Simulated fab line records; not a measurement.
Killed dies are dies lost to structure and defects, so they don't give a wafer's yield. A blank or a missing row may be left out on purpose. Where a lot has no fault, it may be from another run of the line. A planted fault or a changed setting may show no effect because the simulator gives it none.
fab line records	flow sky130
record lots=10	wafers=30	last-day=51
route steps=708 shown METAL3@536 VIA3@573 PAD_OPEN@708
lots with no fault: from the same line, run without faults
start-h: start of the lot's first displayed wafer, in hours after the record's first day	wait-h: hours since the lot's step before	" identical to the entry in the row above	L1.1+2: one row covering several wafers at once	- either no value or no given start	* or withheld: withheld	< > ~ a bound
route shown NAME@n: names a module that has steps shown in the file, with the first one's number in the route	usual: mean/standard deviation taken from wafers without a fault	same: alike in all rows	chamber/n: place in a boat	sites: readings site by site	_std_site: standard deviation of those values	_edge_site: mean of outer sites minus mean of inner sites	radius-mm: how far each site lies from the wafer's centre	mask NAME#n: copy n	behind: the tool/chamber that last shaped the wafer	hold: why the lot was held/for how many hours/how that ended	device: the n, p or np transistor that did not switch	end of line: the same wafers' tests at the end of the route	a step without rows: its recipe alone	killed: dies lost to structure and defects at the first sort, not the wafer's yield	map: dies across one wafer; x = killed, . = not, _ = none there
set.NAME: the setting the step ran with; set.NAME@STEP: the setting that earlier step ran with	model.NAME: the simulator's own value behind a step, which no gauge read
a sample of lots followed through the steps of the route, with each step as a table and each wafer as a row
services: the hour from which a tool's chamber was out of use, counted from the record's first day as start-h (under 0 if before that day), plus the number of hours and why
## steps
# step SKY_METAL3_SPUTTER_04
# recipe material=TiN	target-thk-nm=70	power-w=6500	time-s=58.3	chamber-pressure-pa=0.4
# usual chamber-pressure-pa=0.4000/0.00084	throttle-valve-pct=30.2/1.1
lot.wafer	tool	chamber	start-h	wait-h	chamber-pressure-pa	throttle-valve-pct
L567.1	pvd-sputter-03	-	882.25	0.0	0.4009	30.0
L567.3	"	-	"	"	0.4012	30.4
L567.5	"	-	"	"	0.4000	31.6
L575.2	pvd-sputter-04	-	935.99	0.0	0.4000	31.7
L575.4	"	-	"	"	0.3994	30.8
L575.6	"	-	"	"	0.4011	30.1
L576.1	pvd-sputter-03	-	944.07	0.0	0.4021	31.6
L576.5	"	-	"	"	0.4000	29.9
L576.6	"	-	"	"	0.4004	30.5
L577.4	pvd-sputter-04	-	950.71	0.0	0.3990	31.9
L577.5	"	-	"	"	0.3988	31.5
L577.6	"	-	"	"	0.4001	31.0
L580.1	pvd-sputter-03	-	975.58	0.0	0.3999	31.6
L580.4	"	-	"	"	0.4000	28.7
L580.6	"	-	"	"	0.3994	29.7
L581.2	pvd-sputter-01	-	978.08	0.0	0.3989	28.5
L581.3	"	-	"	"	0.4010	29.9
L581.4	"	-	"	"	0.4017	31.7
L583.3	pvd-sputter-03	-	992.61	0.0	0.3979	31.6
L583.5	"	-	"	"	0.3996	31.5
L583.6	"	-	"	"	0.4010	28.7
L587.1	pvd-sputter-03	-	1023.18	0.0	0.3988	28.5
L587.3	"	-	"	"	0.4007	30.6
L587.6	"	-	"	"	0.4009	29.7
L588.2	pvd-sputter-04	-	1025.41	0.0	0.4004	30.1
L588.5	"	-	"	"	0.4002	31.7
L588.6	"	-	"	"	0.4007	29.8
L589.4	pvd-sputter-03	-	1030.54	0.0	0.3993	29.6
L589.5	"	-	"	"	0.3997	29.9
L589.6	"	-	"	"	0.3992	28.6
# step SKY_METAL3_ETCH_16
# recipe chemistry=N2/H2	target=BARC	ion-energy-ev=200	bias-w=100	pressure-mtorr=30	n2-flow-sccm=100	h2-flow-sccm=200	icp-w=500	stop-on=SiO2	time-s=88.2	target-depth-a=600
# usual drypump-motor-current-A=5.9/0.34	n2-flow-sccm=100.0/0.34	oes-product-au=0.626/0.0047	rf-fwd-power-W=496.9/1.9	throttle-valve-pct=13.204/0.01
lot.wafer	tool	chamber	start-h	wait-h	drypump-motor-current-A	n2-flow-sccm	oes-product-au	rf-fwd-power-W	rf-hours-counter-h	throttle-valve-pct
L567.1	rie-metal-04	1	934.14	0.0	5.6	100.1	0.624	494.3	8	13.204
L567.3	"	0	"	"	6.3	100.0	0.623	496.4	-	13.194
L567.5	"	1	"	"	5.6	100.1	0.621	494.0	-	13.210
L575.2	rie-metal-01	0	987.19	0.0	5.9	99.9	0.633	496.4	6	13.196
L575.4	"	1	"	"	5.4	99.8	0.631	497.6	-	13.208
L575.6	"	1	"	"	5.4	99.8	0.622	496.1	-	13.190
L576.1	rie-metal-02	0	993.59	0.0	6.1	99.6	0.635	496.4	1	13.209
L576.5	"	0	"	"	6.1	99.9	0.624	496.4	-	13.184
L576.6	"	1	"	"	6.2	99.7	0.621	497.5	-	13.201
L577.4	rie-metal-04	1	1000.92	0.0	5.6	100.1	0.628	495.3	-	13.191
L577.5	"	0	"	"	6.3	100.3	0.619	497.7	-	13.213
L577.6	"	1	"	"	5.6	100.1	0.624	493.8	-	13.195
L580.1	rie-metal-01	1	1024.19	0.0	5.3	100.4	0.619	496.5	20	13.232
L580.4	"	0	"	"	5.9	99.6	0.634	497.7	-	13.211
L580.6	"	1	"	"	5.4	100.1	0.633	499.0	-	13.215
L581.2	rie-metal-02	0	1025.82	0.0	6.1	100.3	0.625	498.9	3	13.205
L581.3	"	0	"	"	6.1	100.3	0.627	496.8	-	13.207
L581.4	"	1	"	"	6.3	100.0	0.629	497.9	-	13.224
L583.3	rie-metal-01	0	1040.35	0.0	5.9	100.0	0.626	498.1	-	13.191
L583.5	"	1	"	"	5.4	99.7	0.634	498.0	-	13.187
L583.6	"	0	"	"	5.9	100.4	0.628	498.4	-	13.199
L587.1	rie-metal-01	0	1070.52	0.1	5.8	100.6	0.633	498.0	10	13.202
L587.3	"	0	"	"	5.9	100.1	0.623	499.2	-	13.195
L587.6	"	0	"	"	5.9	100.1	0.622	497.2	-	13.204
L588.2	rie-metal-04	1	1071.59	0.0	5.6	99.8	0.627	494.3	17	13.192
L588.5	"	1	"	"	5.5	99.3	0.623	490.5	-	13.192
L588.6	"	0	"	"	6.3	100.2	0.626	498.2	-	13.214
L589.4	rie-metal-01	0	1077.00	0.1	5.9	99.7	0.622	498.1	-	13.213
L589.5	"	0	"	"	5.9	99.8	0.621	496.2	-	13.207
L589.6	"	0	"	"	5.9	99.8	0.621	495.4	-	13.203
# step SKY_VIA3_HDPCVD_00
# recipe material=SiO2	target-thk-nm=1635	sigma-open-frac=0.3	time-s=272.5	temp-c=400	sih4-flow-sccm=60	pressure-mtorr=6
# usual pressure-mtorr=6.000/0.013	run-length-s=300.2/0.57	sih4-flow-sccm=60.00/0.16	susceptor-temp-C=400.00/0.21
lot.wafer	tool	chamber	start-h	wait-h	pressure-mtorr	run-length-s	sih4-flow-sccm	susceptor-temp-C
L567.1	hdpcvd-01	1	935.03	0.0	6.005	300.5	59.81	399.86
L567.3	"	2	"	"	6.005	300.5	59.91	399.96
L567.5	"	0	"	"	5.988	300.0	60.16	399.89
L575.2	hdpcvd-01	0	988.16	0.0	-	-	-	-
L575.4	"	1	"	"	-	-	-	-
L575.6	"	2	"	"	-	-	-	-
L576.1	hdpcvd-01	0	994.61	0.0	-	-	-	-
L576.5	"	1	"	"	-	-	-	-
L576.6	"	0	"	"	-	-	-	-
L577.4	hdpcvd-01	1	1001.94	0.1	-	-	-	-
L577.5	"	0	"	"	-	-	-	-
L577.6	"	2	"	"	-	-	-	-
L580.1	hdpcvd-01	0	1025.09	0.0	6.010	300.7	59.90	400.15
L580.4	"	2	"	"	6.000	300.3	60.26	399.87
L580.6	"	1	"	"	5.993	300.3	60.00	399.95
L581.2	hdpcvd-01	1	1026.79	0.0	6.006	300.6	60.04	400.13
L581.3	"	2	"	"	5.994	299.9	60.28	399.56
L581.4	"	1	"	"	5.996	301.0	60.05	400.05
L583.3	hdpcvd-01	0	1041.27	0.0	6.002	300.3	60.02	400.50
L583.5	"	0	"	"	6.010	299.9	59.75	400.19
L583.6	"	2	"	"	5.999	300.9	59.96	399.89
L587.1	hdpcvd-01	1	1071.54	0.0	5.996	300.5	59.77	399.61
L587.3	"	2	"	"	5.997	300.3	59.97	399.93
L587.6	"	2	"	"	5.991	300.4	59.81	400.43
L588.2	hdpcvd-02	1	1072.82	0.0	6.020	299.7	59.73	399.98
L588.5	"	1	"	"	6.010	299.1	59.99	400.09
L588.6	"	0	"	"	6.006	300.7	60.02	400.21
L589.4	hdpcvd-01	1	1077.97	0.1	6.013	300.3	59.89	400.34
L589.5	"	2	"	"	6.009	300.0	60.26	400.24
L589.6	"	0	"	"	6.000	299.9	60.04	399.59
# step SKY_VIA3_ETCH_15
# recipe target=SiO2	chemistry=C4F8/O2/Ar	target-depth-nm=507	stop-on=TiN	mask-material=KrF-thick	source-w=1500	bias-w=1200	pressure-mtorr=40	c4f8-flow-sccm=withheld	O2_flow_sccm=6	Ar_flow_sccm=300	time-s=78
# usual oes-product-au=0.946/0.0047	rf-fwd-power-W=1490/5.6
lot.wafer	tool	chamber	start-h	wait-h	oes-product-au	rf-fwd-power-W	rf-hours-counter-h
L567.1	rie-diel-03	1	960.40	0.0	0.956	1490	12
L567.3	"	2	"	"	0.948	1485	9
L567.5	"	1	"	"	0.943	1493	-
L575.2	rie-diel-03	2	1012.94	0.0	0.375	1496	11
L575.4	"	2	"	"	0.378	1485	-
L575.6	"	0	"	"	0.375	1493	-
L576.1	rie-diel-01	2	1018.95	0.0	0.379	1493	6
L576.5	"	2	"	"	0.376	1493	-
L576.6	"	1	"	"	0.376	1487	-
L577.4	rie-diel-01	1	1025.45	0.0	0.375	1496	17
L577.5	"	2	"	"	0.368	1493	-
L577.6	"	1	"	"	0.374	1487	-
L580.1	rie-diel-01	1	1048.60	0.0	0.942	1496	18
L580.4	"	0	"	"	0.946	1482	10
L580.6	"	3	"	"	0.938	1492	-
L581.2	rie-diel-04	3	1050.30	0.0	0.948	1495	27
L581.3	"	0	"	"	0.945	1473	9
L581.4	"	1	"	"	0.942	1475	12
L583.3	rie-diel-01	3	1063.95	0.0	0.942	1487	3
L583.5	"	1	"	"	0.952	1494	-
L583.6	"	2	"	"	0.945	1487	-
L587.1	rie-diel-03	3	1094.45	0.0	0.951	1498	13
L587.3	"	0	"	"	0.943	1492	23
L587.6	"	1	"	"	0.946	1489	-
L588.2	rie-diel-01	1	1095.62	0.0	0.935	1490	20
L588.5	"	2	"	"	0.952	1487	-
L588.6	"	0	"	"	0.944	1488	-
L589.4	rie-diel-03	2	1100.00	0.0	0.946	1491	12
L589.5	"	1	"	"	0.950	1486	-
L589.6	"	0	"	"	0.943	1487	-
# step SKY_VIA3_STRIP_16
# recipe chemistry=O2/N2	power-w=1400	pressure-mtorr=1500	platen-temp-c=withheld	o2-flow-sccm=3000	n2-flow-sccm=300	overash-fraction=0.5
# usual drypump-motor-current-A=5.7/0.38	n2-flow-sccm=300.0/0.92	oes-product-au=0.402/0.0048	strip-time-to-endpoint-s=4.122/0.028
lot.wafer	tool	chamber	start-h	wait-h	drypump-motor-current-A	n2-flow-sccm	oes-product-au	rf-hours-counter-h	strip-time-to-endpoint-s
L567.1	plasma-asher-03	0	960.46	0.0	5.7	300.8	0.399	115	4.112
L567.3	"	1	"	"	5.6	298.6	0.407	-	4.148
L567.5	"	0	"	"	5.7	300.0	0.396	-	4.142
L575.2	plasma-asher-03	0	1013.03	0.1	5.7	301.3	0.400	120	4.099
L575.4	"	1	"	"	5.6	299.4	0.405	-	4.121
L575.6	"	0	"	"	5.7	302.6	0.399	-	4.135
L576.1	plasma-asher-02	1	1019.01	0.0	6.3	299.6	0.404	83	4.154
L576.5	"	1	"	"	6.3	300.7	0.409	-	4.148
L576.6	"	0	"	"	5.7	298.1	0.403	-	4.126
L577.4	plasma-asher-01	0	1025.55	0.1	5.0	301.4	0.411	-	4.136
L577.5	"	1	"	"	5.7	298.8	0.408	-	4.116
L577.6	"	0	"	"	5.0	301.0	0.400	-	4.111
L580.1	plasma-asher-03	1	1048.66	0.0	5.6	300.8	0.400	124	4.166
L580.4	"	0	"	"	5.7	300.0	0.401	-	4.156
L580.6	"	0	"	"	5.7	300.0	0.400	-	4.132
L581.2	plasma-asher-01	1	1050.36	0.0	5.7	299.4	0.394	30	4.082
L581.3	"	1	"	"	5.7	301.4	0.404	-	4.158
L581.4	"	0	"	"	5.0	300.5	0.400	-	4.131
L583.3	plasma-asher-01	1	1064.04	0.1	5.7	300.8	0.410	-	4.109
L583.5	"	1	"	"	5.7	300.7	0.393	-	4.142
L583.6	"	0	"	"	5.0	299.0	0.403	-	4.103
L587.1	plasma-asher-02	1	1094.51	0.0	6.3	299.3	0.401	90	4.142
L587.3	"	1	"	"	6.4	299.9	0.405	-	4.101
L587.6	"	0	"	"	5.7	300.3	0.402	-	4.115
L588.2	plasma-asher-01	0	1095.68	0.0	5.0	300.4	0.393	35	4.116
L588.5	"	0	"	"	5.0	300.7	0.399	-	4.123
L588.6	"	1	"	"	5.7	300.1	0.399	-	4.097
L589.4	plasma-asher-03	1	1100.09	0.1	5.6	299.0	0.399	-	4.170
L589.5	"	1	"	"	5.6	298.9	0.403	-	4.103
L589.6	"	0	"	"	5.6	299.7	0.409	-	4.135
# step SKY_PAD_OPEN_PROBE_99
# usual defect-limited-yield=82.5/2.2	killed_at_M0_to_M3=43/7.5	killed_at_M4_up=3.2/1.9	killed-at-contacts=24/5.6	killed-at-front-end=15/4.8	killed-at-other=0.2/0.54	killed-dies=86/11	killed-on-rim=17/3.6	killed-open=47/7.6	killed-short=39/7.1	sort_bin_3_pad_short=0.8/0.36	sort_bin_5_function=10.4/1.6	sort_bin_6_memory=6.3/1.3	sort-n-pass=406/11	sort-yield-pct=82.5/2.2
# same gross-dies=492	killed-at-back-side=0	sort_bin_4_leakage[%]=0	sort_bin_8_speed[%]=0
lot.wafer	tool	chamber	start-h	wait-h	defect-limited-yield[%]	killed_at_M0_to_M3	killed_at_M4_up	killed-at-contacts	killed-at-front-end	killed-at-other	killed-dies	killed-on-rim	killed-open	killed-short	sort_bin_3_pad_short[%]	sort_bin_5_function[%]	sort_bin_6_memory[%]	sort-n-pass	sort-yield-pct[%]
L567.1	prober-02	-	1106.79	0.1	83.9	44	2	17	15	1	79	15	43	36	1.0	7.7	7.3	413	83.9
L567.3	prober-02	-	1106.89	0.2	86.4	34	1	18	12	2	67	12	38	29	0.8	8.5	4.3	425	86.4
L567.5	prober-02	-	1106.99	0.2	82.7	46	2	26	11	0	85	12	48	37	0.8	9.8	6.7	407	82.7
L575.2	prober-01	-	1150.70	0.1	0	489	0	2	1	0	492	96	9	7	26.6	69.5	3.9	0	0
L575.4	prober-01	-	1150.80	0.2	0	482	0	5	5	0	492	96	12	4	25.6	72.0	2.4	0	0
L575.6	prober-01	-	1150.90	0.2	0	483	1	6	2	0	492	96	14	4	22.2	75.2	2.6	0	0
L576.1	prober-02	-	1156.88	0.1	0	484	2	4	2	0	492	96	11	7	23.4	74.8	1.8	0	0
L576.5	prober-02	-	1157.08	0.2	0	481	1	5	5	0	492	96	7	15	25.8	71.3	2.8	0	0
L576.6	prober-02	-	1157.13	0.2	0	483	1	5	3	0	492	96	9	8	26.8	70.7	2.4	0	0
L577.4	prober-01	-	1161.36	0.2	0	484	1	5	2	0	492	96	7	6	26.2	68.7	5.1	0	0
L577.5	prober-01	-	1161.41	0.2	0	482	0	7	3	0	492	96	11	6	26.2	70.7	3.0	0	0
L577.6	prober-01	-	1161.46	0.2	0	482	0	5	5	0	492	96	8	5	20.7	75.6	3.7	0	0
L580.1	prober-02	-	1177.54	0.1	84.1	38	1	27	12	0	78	14	41	37	0.6	8.7	6.5	414	84.1
L580.4	prober-02	-	1177.69	0.2	84.1	38	3	25	12	0	78	17	47	31	1.0	8.1	6.7	414	84.1
L580.6	prober-02	-	1177.79	0.2	83.5	34	5	29	13	0	81	13	40	41	0.8	10.4	5.3	411	83.5
L581.2	prober-01	-	1180.80	0.1	84.3	41	4	23	9	0	77	21	34	43	0.4	10.6	4.7	415	84.3
L581.3	prober-01	-	1180.85	0.2	78.3	60	7	26	14	0	107	24	56	51	1.8	12.4	7.5	385	78.3
L581.4	prober-01	-	1180.90	0.2	84.1	39	3	22	14	0	78	12	43	35	1.4	9.8	4.7	414	84.1
L583.3	prober-01	-	1190.91	0.2	80.3	47	2	28	20	0	97	18	63	34	0.6	10.4	8.7	395	80.3
L583.5	prober-01	-	1191.01	0.2	79.3	48	2	34	17	1	102	23	52	50	1.4	11.8	7.5	390	79.3
L583.6	prober-01	-	1191.06	0.2	82.1	54	2	18	14	0	88	22	54	34	0.8	11.6	5.5	404	82.1
L587.1	prober-01	-	1214.21	0.1	81.9	38	3	21	27	0	89	16	50	39	0.4	10.6	7.1	403	81.9
L587.3	prober-01	-	1214.31	0.2	85.8	33	4	18	14	1	70	16	36	34	0.4	6.9	6.9	422	85.8
L587.6	prober-01	-	1214.46	0.2	80.9	47	1	26	20	0	94	15	45	49	1.0	12.4	5.7	398	80.9
L588.2	prober-02	-	1215.06	0.1	80.9	46	2	25	21	0	94	19	51	43	1.0	13.2	4.9	398	80.9
L588.5	prober-02	-	1215.21	0.2	81.9	44	3	25	17	0	89	20	55	34	0.6	10.4	7.1	403	81.9
L588.6	prober-02	-	1215.26	0.2	79.5	56	1	24	19	1	101	21	45	56	1.2	11.8	7.5	391	79.5
L589.4	prober-01	-	1219.53	0.2	82.1	44	3	25	15	1	88	19	43	45	1.0	10.0	6.9	404	82.1
L589.5	prober-01	-	1219.58	0.2	83.5	55	1	16	9	0	81	14	40	41	1.0	9.3	6.1	411	83.5
L589.6	prober-01	-	1219.63	0.2	85.8	45	0	15	10	0	70	13	32	38	0.6	8.3	5.3	422	85.8
# killed by level:class
L567.1 VIA1:geometric-particle:open=10 METAL1:geometric-particle:short=9 VIA2:geometric-particle:open=7 POLY_GATE:geometric-particle:short=6 LI_CONTACT:geometric-particle:open=6 VIA3:geometric-particle:open=6 LOCAL_INTERCONNECT:geometric-particle:short=5 VIA1:geometric-particle:short=5
L567.3 CONTACT:geometric-particle:open=8 METAL2:geometric-particle:short=6 VIA1:geometric-particle:open=5 VIA2:geometric-particle:open=5 VIA1:geometric-particle:short=5 FIELD_ISO:geometric-particle:short=4 FIELD_ISO:geometric-particle:open=4 METAL1:geometric-particle:short=4
L567.5 VIA3:geometric-particle:open=9 CONTACT:geometric-particle:open=9 VIA1:geometric-particle:open=8 METAL3:geometric-particle:short=8 LI_CONTACT:geometric-particle:open=6 LOCAL_INTERCONNECT:geometric-particle:short=5 METAL2:geometric-particle:short=5 POLY_GATE:geometric-particle:open=4
L575.2 VIA3:lost-pattern=476 VIA1:geometric-particle:open=5 METAL2:geometric-particle:short=4 POLY_GATE:geometric-particle:open=1 LI_CONTACT:geometric-particle:short=1 LOCAL_INTERCONNECT:geometric-particle:short=1 METAL3:geometric-particle:open=1 VIA2:geometric-particle:open=1
L575.4 VIA3:lost-pattern=474 CONTACT:geometric-particle:open=3 POLY_GATE:geometric-particle:open=2 VIA1:geometric-particle:short=2 VIA1:geometric-particle:open=2 VIA3:area-hdpcvd=2 FIELD_ISO:geometric-particle:short=1 FIELD_ISO:geometric-particle:open=1
L575.6 VIA3:lost-pattern=472 VIA1:geometric-particle:open=3 LI_CONTACT:geometric-particle:open=2 CONTACT:geometric-particle:open=2 VIA2:geometric-particle:open=2 VIA3:area-hdpcvd=2 FIELD_ISO:geometric-particle:short=1 METAL1:geometric-particle:short=1
L576.1 VIA3:lost-pattern=471 VIA3:geometric-particle:open=3 VIA3:area-hdpcvd=3 LI_CONTACT:geometric-particle:open=2 METAL1:geometric-particle:short=2 VIA2:geometric-particle:open=2 METAL4:geometric-particle:short=2 FIELD_ISO:geometric-particle:open=1
L576.5 VIA3:lost-pattern=470 METAL2:geometric-particle:short=4 METAL3:geometric-particle:short=3 POLY_GATE:geometric-particle:short=2 LI_CONTACT:geometric-particle:short=2 CONTACT:geometric-particle:open=2 VIA1:geometric-particle:open=2 FIELD_ISO:geometric-particle:short=1
L576.6 VIA3:lost-pattern=472 VIA3:geometric-particle:open=3 VIA3:area-hdpcvd=3 LI_CONTACT:geometric-particle:short=2 FIELD_ISO:geometric-particle:short=1 FIELD_ISO:geometric-particle:open=1 SPACER:geometric-particle:open=1 LI_CONTACT:geometric-particle:open=1
L577.4 VIA3:lost-pattern=476 VIA1:geometric-particle:open=3 VIA3:area-hdpcvd=3 FIELD_ISO:geometric-particle:short=2 LI_CONTACT:geometric-particle:open=2 LOCAL_INTERCONNECT:geometric-particle:short=1 METAL4:geometric-particle:short=1 CONTACT:geometric-particle:open=1
L577.5 VIA3:lost-pattern=473 VIA1:geometric-particle:open=3 POLY_GATE:geometric-particle:open=2 LOCAL_INTERCONNECT:geometric-particle:short=2 CONTACT:geometric-particle:open=2 METAL1:geometric-particle:short=2 VIA3:area-hdpcvd=2 GATE_OXIDE:geometric-particle:open=1
L577.6 VIA3:lost-pattern=477 FIELD_ISO:geometric-particle:open=2 POLY_GATE:geometric-particle:open=2 CONTACT:geometric-particle:open=2 CONTACT:geometric-particle:short=2 VIA3:area-hdpcvd=2 POLY_GATE:geometric-particle:short=1 LI_CONTACT:geometric-particle:short=1
L580.1 LI_CONTACT:geometric-particle:open=7 CONTACT:geometric-particle:open=7 VIA1:geometric-particle:open=7 VIA1:geometric-particle:short=7 VIA2:geometric-particle:open=7 FIELD_ISO:geometric-particle:open=5 LOCAL_INTERCONNECT:geometric-particle:short=5 LI_CONTACT:geometric-particle:short=4
L580.4 VIA1:geometric-particle:open=9 VIA2:geometric-particle:open=8 VIA3:geometric-particle:open=7 LI_CONTACT:geometric-particle:open=6 FIELD_ISO:geometric-particle:short=5 LOCAL_INTERCONNECT:geometric-particle:short=5 LI_CONTACT:geometric-particle:short=4 CONTACT:geometric-particle:open=4
L580.6 LI_CONTACT:geometric-particle:open=8 CONTACT:geometric-particle:open=7 VIA2:geometric-particle:open=7 CONTACT:geometric-particle:short=5 POLY_GATE:geometric-particle:open=5 LI_CONTACT:geometric-particle:short=5 VIA3:geometric-particle:open=5 VIA1:geometric-particle:short=5
L581.2 CONTACT:geometric-particle:open=9 VIA1:geometric-particle:open=7 CONTACT:geometric-particle:short=6 METAL1:geometric-particle:short=6 VIA2:geometric-particle:short=6 METAL2:geometric-particle:short=5 VIA2:geometric-particle:open=5 VIA1:geometric-particle:short=4
L581.3 VIA1:geometric-particle:open=14 VIA3:geometric-particle:open=9 VIA2:geometric-particle:open=7 LI_CONTACT:geometric-particle:open=7 METAL2:geometric-particle:short=7 LOCAL_INTERCONNECT:geometric-particle:short=6 VIA1:geometric-particle:short=6 METAL1:geometric-particle:short=6
L581.4 METAL1:geometric-particle:short=9 LI_CONTACT:geometric-particle:open=8 CONTACT:geometric-particle:open=8 VIA2:geometric-particle:open=7 FIELD_ISO:geometric-particle:open=6 VIA1:geometric-particle:open=6 VIA3:geometric-particle:open=5 LOCAL_INTERCONNECT:geometric-particle:short=4
L583.3 CONTACT:geometric-particle:open=11 LI_CONTACT:geometric-particle:open=10 VIA2:geometric-particle:open=10 VIA1:geometric-particle:open=10 FIELD_ISO:geometric-particle:open=7 METAL2:geometric-particle:short=7 VIA3:geometric-particle:open=7 FIELD_ISO:geometric-particle:short=6
L583.5 CONTACT:geometric-particle:open=14 VIA3:geometric-particle:open=11 LI_CONTACT:geometric-particle:open=9 VIA1:geometric-particle:short=8 METAL2:geometric-particle:short=6 FIELD_ISO:geometric-particle:short=5 CONTACT:geometric-particle:short=5 VIA1:geometric-particle:open=5
L583.6 VIA1:geometric-particle:open=19 VIA3:geometric-particle:open=6 LI_CONTACT:geometric-particle:open=5 VIA1:geometric-particle:short=5 FIELD_ISO:geometric-particle:open=4 LOCAL_INTERCONNECT:geometric-particle:short=4 CONTACT:geometric-particle:open=4 METAL1:geometric-particle:short=4
L587.1 VIA1:geometric-particle:open=11 POLY_GATE:geometric-particle:short=9 FIELD_ISO:geometric-particle:open=7 CONTACT:geometric-particle:open=7 VIA1:geometric-particle:short=6 VIA2:geometric-particle:open=5 POLY_GATE:geometric-particle:open=5 LI_CONTACT:geometric-particle:open=5
L587.3 CONTACT:geometric-particle:open=6 METAL1:geometric-particle:short=6 VIA1:geometric-particle:open=6 FIELD_ISO:geometric-particle:open=5 FIELD_ISO:geometric-particle:short=5 LI_CONTACT:geometric-particle:open=5 VIA2:geometric-particle:open=5 METAL2:geometric-particle:short=4
L587.6 VIA1:geometric-particle:open=13 CONTACT:geometric-particle:open=13 METAL1:geometric-particle:short=10 FIELD_ISO:geometric-particle:short=8 POLY_GATE:geometric-particle:short=7 LI_CONTACT:geometric-particle:open=7 METAL2:geometric-particle:short=6 VIA3:geometric-particle:open=6
L588.2 VIA1:geometric-particle:open=13 LI_CONTACT:geometric-particle:short=7 POLY_GATE:geometric-particle:open=7 FIELD_ISO:geometric-particle:open=6 VIA2:geometric-particle:open=6 CONTACT:geometric-particle:open=6 METAL2:geometric-particle:short=6 FIELD_ISO:geometric-particle:short=5
L588.5 VIA1:geometric-particle:open=15 LI_CONTACT:geometric-particle:open=10 FIELD_ISO:geometric-particle:short=9 CONTACT:geometric-particle:open=7 VIA3:geometric-particle:open=7 METAL2:geometric-particle:short=5 VIA1:geometric-particle:short=5 METAL1:geometric-particle:short=4
L588.6 VIA1:geometric-particle:open=13 CONTACT:geometric-particle:open=12 METAL2:geometric-particle:short=10 FIELD_ISO:geometric-particle:short=8 VIA1:geometric-particle:short=8 VIA2:geometric-particle:open=7 LI_CONTACT:geometric-particle:short=5 METAL1:geometric-particle:short=5
L589.4 CONTACT:geometric-particle:open=9 VIA1:geometric-particle:open=9 VIA3:geometric-particle:open=9 METAL2:geometric-particle:short=7 CONTACT:geometric-particle:short=6 FIELD_ISO:geometric-particle:short=5 LOCAL_INTERCONNECT:geometric-particle:short=5 METAL1:geometric-particle:short=5
L589.5 VIA1:geometric-particle:open=14 VIA3:geometric-particle:open=8 METAL1:geometric-particle:short=8 CONTACT:geometric-particle:short=6 CONTACT:geometric-particle:open=6 VIA1:geometric-particle:short=6 METAL2:geometric-particle:short=4 VIA2:geometric-particle:short=4
L589.6 VIA1:geometric-particle:open=10 METAL1:geometric-particle:short=8 VIA1:geometric-particle:short=8 CONTACT:geometric-particle:open=6 METAL2:geometric-particle:short=5 FIELD_ISO:geometric-particle:short=4 METAL1:geometric-particle:open=3 LOCAL_INTERCONNECT:geometric-particle:short=3
## services
tool	chamber	start-h	hours	kind
hdpcvd-01	-	866.89	14.6	pm
plasma-asher-02	-	882.30	0.4	repair
rie-metal-04	-	888.27	0.5	repair
plasma-asher-03	-	890.21	1.0	repair
plasma-asher-01	-	894.47	7.6	repair
pvd-sputter-03	-	950.54	4.1	repair
plasma-asher-02	-	953.58	6.3	repair
plasma-asher-01	-	964.30	4.3	pm
rie-metal-01	1	964.54	10.8	repair
rie-diel-03	3	999.19	5.2	repair
rie-diel-03	1	1001.47	14.9	repair
rie-diel-03	3	1006.94	6.8	repair
pvd-sputter-04	-	1034.53	5.1	repair
rie-diel-03	-	1046.18	28.1	pm
rie-metal-01	-	1051.29	3.2	repair
pvd-sputter-04	-	1053.54	5.3	repair
plasma-asher-03	-	1055.25	9.0	pm
plasma-asher-02	-	1067.98	1.8	repair
plasma-asher-03	-	1071.91	3.8	repair
rie-metal-01	-	1073.97	2.8	pm
rie-diel-03	2	1074.82	23.1	repair
pvd-sputter-04	-	1077.61	0.8	repair
rie-diel-01	3	1093.81	3.5	repair
rie-diel-01	1	1096.11	12.4	repair
## key
first-sign step=SKY_VIA3_HDPCVD_00	reading=tool-record	direction=missing
effect step=SKY_VIA3_ETCH_15	reading=oes-product-au	direction=down	sigmas=99+	usual=0.946	struck=0.375
effect step=SKY_PAD_OPEN_PROBE_99	reading=sort_bin_3_pad_short	direction=up	sigmas=67	usual=0.8	struck=24.8
met-at SKY_VIA3_HDPCVD_00
struck-lots L575,L576,L577
later-rows-left-out L575.2,L575.4,L575.6,L576.1,L576.5,L576.6,L577.4,L577.5,L577.6
not-acting-at SKY_METAL3_SPUTTER_04,SKY_METAL3_ETCH_16,SKY_VIA3_STRIP_16
onset-between 935.03 988.16
fault kind=skipped-step-whole	tool=hdpcvd-01	chamber=-	onset-h=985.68	steps=SKY_VIA3_HDPCVD_00	scope=struck-lots-only
# later-rows-left-out: the simulator's readings of these wafers behind a module that went badly wrong aren't trusted and aren't shown, but for the sort
